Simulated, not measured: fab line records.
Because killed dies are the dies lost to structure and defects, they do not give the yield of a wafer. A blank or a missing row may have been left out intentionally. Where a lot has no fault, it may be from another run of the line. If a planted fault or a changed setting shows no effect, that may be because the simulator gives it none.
Matching of chambers -- flow sky130 -- 4 sister chambers for SKY_VIA4_ETCH_12 on rie-diel-04
The step etches SiO2 in C4F8/O2/Ar, stops on TiN, target depth 580 nm. 4 wafers are shown with their chamber, then 12 later ones without.

## WAFERS PAIRED WITH THEIR CHAMBERS
wafer,chamber,oes-product-au (a.u.)
L089.2,2,0.924
L090.1,3,0.922
L090.2,1,0.920
L090.3,0,0.935

## WAFERS WITH NO CHAMBER GIVEN
wafer,oes-product-au (a.u.)
L090.4,0.934
L090.5,0.928
L090.6,0.929
L093.1,0.928
L093.2,0.923
L093.3,0.931
L093.4,0.925
L093.5,0.924
L093.6,0.925
L096.1,0.921
L096.4,0.929
L096.6,0.929

## EACH ONE'S CHAMBER
wafer,from the rows above,in truth
L090.4,0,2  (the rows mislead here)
L090.5,can't be placed: 2 or 3 or 0 or 1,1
L090.6,can't be placed: 2 or 0 or 3 or 1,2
L093.1,can't be placed: 2 or 3 or 0 or 1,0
L093.2,can't be placed: 2 or 3 or 1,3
L093.3,can't be placed: 0 or 2 or 3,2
L093.4,can't be placed: 2 or 3 or 1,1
L093.5,can't be placed: 2 or 3 or 1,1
L093.6,can't be placed: 2 or 3 or 1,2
L096.1,can't be placed: 1 or 3 or 2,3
L096.4,can't be placed: 2 or 0 or 3 or 1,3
L096.6,can't be placed: 2 or 0 or 3 or 1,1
0 of 12 placed correctly. Can't be placed from these rows: 11 (the true chamber is among the candidates in 11). Placed wrongly: 1.
How it was worked out, from the rows above alone: a wafer's distance from a chamber is the root of the sum, over the readings, of the square of ((its reading less the chamber's mean) divided by the reading's scatter). The wafer belongs to the nearest chamber; if the next one is less than 2 further off, it can't be placed. Each chamber's mean is taken over the wafers shown for it. The scatter: with one shown wafer a chamber, the root of the mean of the squares of how far each hidden wafer lies from its nearest shown one.
